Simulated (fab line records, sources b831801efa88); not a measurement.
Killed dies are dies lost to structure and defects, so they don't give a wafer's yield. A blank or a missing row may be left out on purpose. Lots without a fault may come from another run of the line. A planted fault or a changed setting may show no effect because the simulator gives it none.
fab line records | flow gf180mcu
record lots=15 wafers=45 last_day=34
route steps=602 shown STI@15 MVPSD@85 VT_IMPLANT@114
lots that met no fault: from a run of the same line without faults
start_h: hours from the record's first day to the start of the lot's first wafer shown | wait_h: hours since the lot's step before | " the same as in the row above | L1.1+2: a row that stands for several wafers | - no value, or no start given | * or withheld: withheld | < > ~ a bound
route shown NAME@n: a module of which the file shows steps, and the number in the route of the first | usual: mean/standard deviation of fault-free wafers | same: alike in all rows | chamber/n: place in a boat | sites: the reading at each site | _std_site: their standard deviation | _edge_site: outer sites' mean less inner sites' | radius_mm: how far each site lies from the wafer's centre | mask NAME#n: copy n | behind: the tool/chamber that last shaped the wafer | hold: why the lot was held/for how many hours/how that ended | device: the transistor (n, p or np) that didn't switch | end of line: the same wafers' tests at the end of the route | a step without rows: its recipe alone | killed: dies lost to structure and defects at the first sort, not the wafer's yield | map: a wafer's dies, x killed, . not, _ none there
set.NAME: the setting as run; set.NAME@STEP: as run at that earlier step | model.NAME: the simulator's own value behind a step, which no gauge read
steps of the route over a sample of lots; a table a step, a row a wafer
services: from which hour (start_h, from the record's first day; less than 0 if before it) a tool's chamber was out of use, for how many hours, and why
## steps
# step GF_STI_ETCH_14
# recipe target=Si chemistry=HBr/Cl2/O2 target_depth_nm=360 icp_w=600 bias_w=150 pressure_mtorr=15 HBr_flow_sccm=150 Cl2_flow_sccm=40 O2_flow_sccm=6 time_s=102.9
# usual drypump_motor_current_A=5.9/0.52 oes_product_au=0.998/0.0078 throttle_valve_pct=25.660/0.011
# columns lot.wafer tool chamber start_h wait_h drypump_motor_current_A oes_product_au rf_hours_counter_h throttle_valve_pct
L416.2 rie_si-02 2 25.32 0.0 6.3 0.994 99 25.659
L416.5 " 0 " " 5.3 0.990 - 25.665
L416.6 " 1 " " 5.5 0.993 - 25.637
L417.1 rie_si-02 3 30.67 0.0 6.7 0.986 24 25.669
L417.2 " 1 " " 5.6 1.001 147 25.648
L417.5 " 0 " " 5.3 0.982 - 25.678
L418.1 rie_si-01 0 35.46 0.0 6.6 1.002 58 25.677
L418.2 " 2 " " 5.6 0.999 1 25.640
L418.4 " 3 " " 5.5 0.999 18 25.666
L421.1 rie_si-01 2 52.52 0.0 5.6 1.000 1 25.674
L421.3 " 1 " " 5.5 1.009 23 25.662
L421.6 " 1 " " 5.5 1.007 - 25.662
L422.2 rie_si-02 2 56.75 0.0 6.3 1.001 99 25.639
L422.4 " 1 " " 5.6 0.998 147 25.681
L422.6 " 2 " " 6.3 1.000 - 25.652
L423.1 rie_si-02 0 61.57 0.0 5.3 0.993 57 25.666
L423.3 " 1 " " 5.5 0.996 147 25.658
L423.4 " 2 " " 6.3 0.997 99 25.643
L424.1 rie_si-01 0 67.02 0.0 6.6 1.009 58 25.633
L424.3 " 3 " " 5.6 0.995 18 25.662
L424.5 " 0 " " 6.6 0.998 - 25.645
L425.2 rie_si-01 2 71.60 0.0 5.6 0.995 2 25.654
L425.3 " 0 " " 6.7 0.994 59 25.665
L425.6 " 1 " " 5.5 0.996 - 25.664
L426.3 rie_si-02 1 76.15 0.0 5.6 1.004 147 25.652
L426.5 " 0 " " 5.3 0.993 - 25.662
L426.6 " 1 " " 5.6 1.003 - 25.640
L427.2 rie_si-02 1 82.62 0.0 5.6 0.983 147 25.670
L427.4 " 0 " " 5.3 0.991 57 25.667
L427.6 " 2 " " 6.3 0.983 - 25.672
L431.1 rie_si-01 0 103.08 0.0 6.6 1.018 59 25.651
L431.3 " 3 " " 5.5 0.993 18 25.660
L431.6 " 0 " " 6.6 1.012 - 25.665
L432.1 rie_si-01 3 109.55 0.0 5.5 0.991 19 25.679
L432.4 " 2 " " 5.6 0.990 2 25.648
L432.5 " 2 " " 5.6 1.000 - 25.669
L434.2 rie_si-01 0 123.05 0.0 6.6 1.001 59 25.661
L434.3 " 2 " " 5.6 1.006 2 25.662
L434.5 " 0 " " 6.7 1.019 - 25.635
L435.3 rie_si-02 1 126.02 0.0 5.5 1.005 0 25.654
L435.5 " 2 " " 6.3 0.996 - 25.676
L435.6 " 3 " " 6.7 0.993 - 25.668
L438.1 rie_si-01 2 138.87 0.0 5.6 1.005 2 25.652
L438.2 " 3 " " 5.6 0.995 19 25.666
L438.6 " 2 " " 5.6 1.007 - 25.656
# step GF_MVPSD_OVL_MEAS_07
# usual MVPSD_OVL=-0.4/1.5
# columns lot.wafer tool chamber start_h wait_h MVPSD_OVL[nm]
L416.2 overlay-02 - 97.16 - -1.3
L416.5 " - " " -2.3
L416.6 " - " " -1.8
L417.1 overlay-01 - 103.90 - -1.5
L417.2 " - " " 1.2
L417.5 " - " " -2.6
L418.1 overlay-02 - 107.70 - 2.2
L418.2 " - " " 2.1
L418.4 " - " " 1.2
L421.1 overlay-01 - 126.63 - -2.9
L421.3 " - " " 0.7
L421.6 " - " " -0.5
L422.2 overlay-01 - 132.56 - 0.3
L422.4 " - " " -1.7
L422.6 " - " " -0.2
L423.1 overlay-01 - 135.35 - -0.7
L423.3 " - " " -1.2
L423.4 " - " " 0.3
L424.1 overlay-01 - 143.65 - 0.4
L424.3 " - " " 2.7
L424.5 " - " " 2.0
L425.2 overlay-02 - 150.21 - 1.3
L425.3 " - " " 2.3
L425.6 " - " " -0.4
L426.3 overlay-02 - 152.61 - -2.3
L426.5 " - " " -0.9
L426.6 " - " " -2.3
L427.2 overlay-01 - 162.68 - 0.4
L427.4 " - " " -0.1
L427.6 " - " " -0.2
L431.1 overlay-02 - 191.95 - -0.7
L431.3 " - " " 0.0
L431.6 " - " " -1.9
L432.1 overlay-02 - 196.06 - -0.7
L432.4 " - " " 1.5
L432.5 " - " " -0.6
L434.2 overlay-02 - 209.01 - -0.2
L434.3 " - " " -2.2
L434.5 " - " " -0.1
L435.3 overlay-01 - 214.11 - -1.2
L435.5 " - " " -0.6
L435.6 " - " " -1.5
L438.1 overlay-01 - 226.52 - -3.0
L438.2 " - " " -3.5
L438.6 " - " " -1.3
# step GF_MVPSD_TW_MEAS_11
# usual MVPSD_TW=555/7.3
# columns lot.wafer tool chamber start_h wait_h MVPSD_TW
L416.2 film_metro-04 - 97.60 0.1 552
L416.5 " - " " 548
L416.6 " - " " 550
L417.1 film_metro-01 - 104.34 0.1 553
L417.2 " - " " 549
L417.5 " - " " 549
L418.1 film_metro-04 - 108.14 0.1 555
L418.2 " - " " 555
L418.4 " - " " 553
L421.1 film_metro-04 - 127.06 0.1 563
L421.3 " - " " 563
L421.6 " - " " 563
L422.2 film_metro-04 - 133.00 0.1 560
L422.4 " - " " 559
L422.6 " - " " 556
L423.1 film_metro-04 - 135.79 0.1 563
L423.3 " - " " 561
L423.4 " - " " 562
L424.1 film_metro-01 - 144.09 0.1 540
L424.3 " - " " 547
L424.5 " - " " 543
L425.2 film_metro-01 - 150.65 0.1 545
L425.3 " - " " 543
L425.6 " - " " 544
L426.3 film_metro-01 - 153.06 0.1 545
L426.5 " - " " 548
L426.6 " - " " 544
L427.2 film_metro-03 - 163.17 0.1 566
L427.4 " - " " 566
L427.6 " - " " 566
L431.1 film_metro-03 - 192.39 0.1 563
L431.3 " - " " 560
L431.6 " - " " 560
L432.1 film_metro-03 - 196.49 0.1 562
L432.4 " - " " 561
L432.5 " - " " 565
L434.2 film_metro-03 - 209.45 0.1 567
L434.3 " - " " 563
L434.5 " - " " 561
L435.3 film_metro-03 - 214.56 0.1 564
L435.5 " - " " 563
L435.6 " - " " 564
L438.1 film_metro-04 - 226.96 0.1 558
L438.2 " - " " 560
L438.6 " - " " 556
# step GF_VT_IMPLANT_COAT_24
# recipe resist=NOVOLAK spin_rpm=3000 resist_thk_nm=1000
# usual chill_plate_temp_C=23.00/0.094 dispense_pressure_kPa=52.9/2.3
# columns lot.wafer tool chamber start_h wait_h chill_plate_temp_C dispense_pressure_kPa
L416.2 litho_track-03 0 133.30 0.1 22.99 50.4
L416.5 " 0 " " 23.08 50.4
L416.6 " 0 " " 22.92 50.4
L417.1 litho_track-04 0 140.62 0.1 23.16 55.8
L417.2 " 0 " " 22.95 55.8
L417.5 " 0 " " 23.11 55.8
L418.1 litho_track-02 0 145.55 0.1 23.21 51.7
L418.2 " 0 " " 23.05 51.7
L418.4 " 0 " " 23.11 51.7
L421.1 litho_track-02 - 165.75 0.1 - -
L421.3 " - " " - -
L421.6 " - " " - -
L422.2 litho_track-04 - 172.69 0.1 - -
L422.4 " - " " - -
L422.6 " - " " - -
L423.1 litho_track-02 - 176.00 0.1 - -
L423.3 " - " " - -
L423.4 " - " " - -
L424.1 litho_track-02 0 184.80 0.1 22.89 51.8
L424.3 " 0 " " 22.85 51.7
L424.5 " 0 " " 22.89 51.8
L425.2 litho_track-03 0 191.20 0.1 22.86 50.5
L425.3 " 0 " " 23.06 50.4
L425.6 " 0 " " 23.00 50.4
L426.3 litho_track-04 0 194.12 0.1 22.81 55.8
L426.5 " 0 " " 23.06 55.7
L426.6 " 0 " " 23.12 55.8
L427.2 litho_track-04 0 203.59 0.1 23.03 55.8
L427.4 " 0 " " 22.97 55.8
L427.6 " 0 " " 23.10 55.8
L431.1 litho_track-04 0 236.32 0.1 22.96 55.8
L431.3 " 0 " " 23.09 55.8
L431.6 " 0 " " 22.97 55.8
L432.1 litho_track-04 0 239.47 0.1 22.94 55.8
L432.4 " 0 " " 23.03 55.8
L432.5 " 0 " " 23.16 55.8
L434.2 litho_track-02 0 254.62 0.1 22.98 51.8
L434.3 " 0 " " 23.10 51.8
L434.5 " 0 " " 22.87 51.8
L435.3 litho_track-02 0 258.75 0.1 22.82 51.8
L435.5 " 0 " " 22.84 51.7
L435.6 " 0 " " 23.04 51.8
L438.1 litho_track-03 0 273.62 0.1 22.90 50.5
L438.2 " 0 " " 23.12 50.4
L438.6 " 0 " " 23.05 50.4
# step GF_VT_IMPLANT_OVL_MEAS_29
# usual VT_IMPLANT_02_OVL=0.6/1.3
# columns lot.wafer tool chamber start_h wait_h VT_IMPLANT_02_OVL[nm]
L416.2 overlay-02 - 141.26 0.1 -0.9
L416.5 " - " " -0.1
L416.6 " - " " 0.1
L417.1 overlay-02 - 148.02 0.1 0.2
L417.2 " - " " -0.3
L417.5 " - " " 1.5
L418.1 overlay-02 - 153.12 0.1 4.1
L418.2 " - " " 3.8
L418.4 " - " " 1.9
L421.1 overlay-01 - 174.15 0.1 -
L421.3 " - " " -
L421.6 " - " " -
L422.2 overlay-02 - 181.28 0.1 -
L422.4 " - " " -
L422.6 " - " " -
L423.1 overlay-01 - 184.02 0.1 -
L423.3 " - " " -
L423.4 " - " " -
L424.1 overlay-01 - 193.77 0.1 2.5
L424.3 " - " " 0.8
L424.5 " - " " 0.4
L425.2 overlay-02 - 199.51 0.1 0.2
L425.3 " - " " 1.8
L425.6 " - " " 0.4
L426.3 overlay-01 - 202.99 0.1 2.2
L426.5 " - " " 2.3
L426.6 " - " " 4.5
L427.2 overlay-01 - 212.36 0.1 0.3
L427.4 " - " " 1.4
L427.6 " - " " 1.2
L431.1 overlay-01 - 245.87 0.1 -0.6
L431.3 " - " " 0.3
L431.6 " - " " -1.0
L432.1 overlay-01 - 248.72 0.1 -0.6
L432.4 " - " " -1.5
L432.5 " - " " 0.7
L434.2 overlay-01 - 263.78 0.1 0.3
L434.3 " - " " 0.4
L434.5 " - " " 3.2
L435.3 overlay-02 - 268.56 0.1 -0.6
L435.5 " - " " -1.5
L435.6 " - " " -1.2
L438.1 overlay-01 - 283.27 0.1 0.6
L438.2 " - " " 1.4
L438.6 " - " " 0.1
## services
# columns tool chamber start_h hours kind
rie_si-01 1 8.59 4.2 repair
rie_si-01 2 62.29 2.3 repair
rie_si-02 1 97.93 - clean
rie_si-02 1 97.93 17.2 scheduled_down
rie_si-02 1 97.93 17.2 vent_cycle
rie_si-02 0 206.10 5.5 repair
rie_si-02 3 218.61 5.0 repair
rie_si-02 - 251.70 2.8 pm
## key
first_sign step=GF_VT_IMPLANT_COAT_24 reading=tool_record direction=missing
effect step=GF_VT_IMPLANT_OVL_MEAS_29 reading=VT_IMPLANT_02_OVL direction=missing
met_at GF_VT_IMPLANT_COAT_24
struck_lots L421,L422,L423
rows_end L422.2,L422.4,L423.3
later_rows_left_out L421.1,L421.3,L421.6,L422.6,L423.1,L423.4
sort_left_out L421.1,L421.3,L421.6,L422.6,L423.1,L423.4
tester_left_out L421,L422,L423
not_acting_at GF_STI_ETCH_14,GF_MVPSD_OVL_MEAS_07,GF_MVPSD_TW_MEAS_11
onset_between 145.55 165.75
fault kind=skipped_step_whole tool=litho_track-02,litho_track-04 chamber=- onset_h=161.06 steps=GF_VT_IMPLANT_COAT_24 scope=struck_lots_only
# tester_left_out: of these lots the tester's yield and bins aren't shown, on N5 and GAA mostly nor the transistor test; their killed dies are dies lost to structure and defects alone, not to doping, threshold or leakage, so they don't give the yield
# sort_left_out: the simulated sort isn't trusted on such a fault, so these wafers' sort isn't shown, and their yield isn't known
# later_rows_left_out: the simulator's readings of these wafers behind a module that went badly wrong aren't trusted and aren't shown, but for the sort
# rows_end: these wafers met a further fault down the route, and their rows from its step on are left out
